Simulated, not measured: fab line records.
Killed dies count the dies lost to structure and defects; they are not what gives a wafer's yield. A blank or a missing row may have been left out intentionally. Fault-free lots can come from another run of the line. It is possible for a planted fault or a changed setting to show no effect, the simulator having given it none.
Which of the tools did it?	flow sky130	12 lots, 33 wafers sampled, at 1 step of a route of 708

WHAT THE GAUGES READ, wafer by wafer
SKY_LDD_LDN_OVL_MEAS_07. Usual: LDD_LDN_OVL gives 0.8 nm (standard deviation 1.4).
lot	measured	on	LDD_LDN_OVL (nm)	flag
L247	day 23 13:19	overlay-02	1.2 -0.6 1.7	
L248	day 23 21:05	overlay-01	1.6 2.4 2.9	
L249	day 24 08:59	overlay-02	1.1 1.0 1.4	
L250	day 24 18:07	overlay-01	0.8 0.0 1.5	
L253	day 25 12:02	overlay-01	3.1 1.8 3.6	
L254	day 26 02:31	overlay-02	1.4 0.9 1.5	
L255	day 26 13:56	overlay-01	0.9 -1.8 -2.1	
L259	day 28 00:22	overlay-01	1.4 1.3	
L260	day 28 07:51	overlay-02	1.3 -0.9	
L261	day 29 17:38	overlay-02	0.3 -0.1	
L267	day 30 17:05	overlay-01	0.3 0.0 0.0	
L268	day 31 03:44	overlay-01	0.6 1.4 1.7	

TOOL THAT RAN EACH LOT (tool first, then ch and the chambers of the sampled wafers, then the start)
There is no process step in the record ahead of these readings.

WHAT THE TOOLS THEMSELVES READ (means of the sampled wafers that have a number; where no wafer has one, the mark that the record gives instead)
The record holds no such reading with a usual standard deviation.

THE ANSWER, worked out from the rows above alone
Rule: a lot is off if the mean of its wafers that have a number lies more than 3 standard deviations from the usual mean. A lot without any number at a reading at which 4 lots or more have one is off too. All remaining lots with rows at the step are treated as sound. The gauges are gone through in route order, then the tools' own readings, and for those a lot's mean is taken as printed above. The first step at which some lot is off is used, and at that step the reading that is off furthest; a lot without a number counts as furthest.
No lot is off on any of the readings shown, so nothing can be concluded from this.

WHAT WAS PUT IN BY THE SIMULATOR
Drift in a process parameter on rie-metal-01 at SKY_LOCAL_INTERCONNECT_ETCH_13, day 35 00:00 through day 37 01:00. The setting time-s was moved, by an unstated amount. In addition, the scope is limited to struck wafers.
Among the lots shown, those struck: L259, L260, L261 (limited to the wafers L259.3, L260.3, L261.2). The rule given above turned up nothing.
